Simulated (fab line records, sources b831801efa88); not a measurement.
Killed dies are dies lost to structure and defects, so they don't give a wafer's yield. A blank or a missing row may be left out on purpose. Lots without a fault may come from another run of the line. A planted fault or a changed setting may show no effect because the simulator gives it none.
Which tool did it? | flow sky130 | 10 lots, 30 wafers sampled, at 4 steps of a route of 708

WHAT THE GAUGES READ, wafer by wafer
SKY_DNWELL_TW_MEAS_09. Usual: DNWELL_TW 1121, standard deviation 8.
lot  | measured    | on            | DNWELL_TW      | flag
L657 | day 3 11:02 | film_metro-04 | 1116 1118 1125 |
L662 | day 4 14:32 | film_metro-04 | 1125 1125 1120 |
L663 | day 4 16:08 | film_metro-04 | 1120 1119 1130 |
L666 | day 5 08:41 | film_metro-04 | 1120 1117 1121 |
L669 | day 5 20:36 | film_metro-04 | 30 30 30       | OFF
L671 | day 6 11:35 | film_metro-03 | 1124 1114 1123 |
L673 | day 6 22:14 | film_metro-03 | 1117 1117 1118 |
L675 | day 7 06:33 | film_metro-04 | 1127 1127 1127 |
L676 | day 7 13:56 | film_metro-03 | 1119 1111 1117 |
L680 | day 8 08:25 | film_metro-04 | 1115 1109 1115 |

SKY_PWDE_TW_MEAS_10. Usual: PWDE_TW 375, standard deviation 3.1.
lot  | measured    | on            | PWDE_TW        | flag
L657 | day 4 03:43 | film_metro-03 | 380 379 382    |
L662 | day 5 08:15 | film_metro-03 | 375 377 376    |
L663 | day 5 10:31 | film_metro-03 | 375 376 378    |
L666 | day 6 02:26 | film_metro-01 | 370 372 371    |
L669 | day 6 15:14 | film_metro-04 | 1133 1134 1136 | OFF
L671 | day 7 06:51 | film_metro-04 | 378 379 377    |
L673 | day 7 18:19 | film_metro-03 | 377 377 376    |
L675 | day 8 02:28 | film_metro-01 | 370 368 369    |
L676 | day 8 09:49 | film_metro-04 | 373 375 373    |
L680 | day 9 05:20 | film_metro-01 | 369 370 371    |

WHICH TOOL RAN EACH LOT (tool, then ch and the chambers of the sampled wafers, then the start)
lot  | SKY_FIELD_ISO_CMP_27         | SKY_DNWELL_EXPOSE_04
L657 | cmp-02 ch 0,1,2, day 2 14:10 | iline_stepper-02 ch 0, day 3 03:44
L662 | cmp-01 ch 0,3, day 3 18:00   | iline_stepper-01 ch 0, day 4 05:38
L663 | cmp-01 ch 0,3, day 3 20:29   | iline_stepper-02 ch 0, day 4 07:37
L666 | cmp-02 ch 0,1,3, day 4 12:12 | iline_stepper-01 ch 0, day 4 23:19
L669 | cmp-02 ch 0,1,3, day 5 00:13 | iline_stepper-01 ch 0, day 5 11:51
L671 | cmp-01 ch 0,1,3, day 5 13:47 | iline_stepper-01 ch 0, day 6 02:45
L673 | cmp-01 ch 0,1,2, day 5 22:28 | iline_stepper-01 ch 0, day 6 11:59
L675 | cmp-02 ch 0,1,3, day 6 09:05 | iline_stepper-01 ch 0, day 6 21:29
L676 | cmp-02 ch 0,1,2, day 6 14:11 | iline_stepper-02 ch 0, day 7 03:37
L680 | cmp-02 ch 2,3, day 7 09:49   | iline_stepper-01 ch 0, day 7 22:21
- SKY_FIELD_ISO_CMP_27: polishes, stops on Si3N4, t overpolish 16 s, target thk 457.8 nm.
- SKY_DNWELL_EXPOSE_04: exposes mask DNM, target cd 3000 nm.

WHAT THE TOOLS THEMSELVES READ (means of the sampled wafers that have a number; where no wafer has one, the mark that the record gives instead)
SKY_FIELD_ISO_CMP_27. Usual: motor_current_A 12.4 A, standard deviation 0.9; overpolish_run_s 16.000 s, standard deviation 0.009; time_to_endpoint_s 109 s, standard deviation 4.7.
lot  | tool   | motor_current_A (A) | overpolish_run_s (s) | time_to_endpoint_s (s) | flag
L657 | cmp-02 | 12.5                | 16.008               | 108                    |
L662 | cmp-01 | 11.9                | 15.995               | 113                    |
L663 | cmp-01 | 12.2                | 15.996               | 114                    |
L666 | cmp-02 | 12.3                | 15.995               | 107                    |
L669 | cmp-02 | 12.7                | 15.992               | 111                    |
L671 | cmp-01 | 12.0                | 16.009               | 118                    |
L673 | cmp-01 | 12.0                | 15.995               | 116                    |
L675 | cmp-02 | 12.7                | 15.997               | 104                    |
L676 | cmp-02 | 11.9                | 16.003               | 109                    |
L680 | cmp-02 | 13.6                | 15.995               | 109                    |

SKY_DNWELL_EXPOSE_04. Usual: exposure_dose_mJ_cm2 221.99, standard deviation 0.21; stage_vel_mm_s 499.96 mm/s, standard deviation 0.24.
lot  | tool             | exposure_dose_mJ_cm2 | stage_vel_mm_s (mm/s) | flag
L657 | iline_stepper-02 | 222.20               | 500.14                |
L662 | iline_stepper-01 | 221.92               | 500.13                |
L663 | iline_stepper-02 | 221.69               | 500.16                |
L666 | iline_stepper-01 | 222.07               | 500.10                |
L669 | iline_stepper-01 | 222.20               | 499.86                |
L671 | iline_stepper-01 | 222.29               | 499.94                |
L673 | iline_stepper-01 | 222.03               | 499.95                |
L675 | iline_stepper-01 | 221.92               | 499.61                |
L676 | iline_stepper-02 | 221.97               | 500.10                |
L680 | iline_stepper-01 | 221.95               | 499.96                |

THE ANSWER, worked out from the rows above alone
Rule: a lot is off if the mean of its wafers that have a number lies more than 3 standard deviations from the usual mean. A lot without any number at a reading at which 4 lots or more have one is off too. The other lots that the step has rows for count as sound. The gauges are gone through in route order, then the tools' own readings, and for those a lot's mean is taken as printed above. The first step at which some lot is off is used, and at that step the reading that is off furthest; a lot without a number counts as furthest.
Off: L669, at SKY_DNWELL_TW_MEAS_09 (DNWELL_TW).
A tool fits if, at a process step before that reading, it ran every lot that is off, and no sound lot after the first of them. The gauges at SKY_DNWELL_TW_MEAS_09 are tried like those tools. None of those tried fits.

WHAT THE SIMULATOR HAD PUT IN
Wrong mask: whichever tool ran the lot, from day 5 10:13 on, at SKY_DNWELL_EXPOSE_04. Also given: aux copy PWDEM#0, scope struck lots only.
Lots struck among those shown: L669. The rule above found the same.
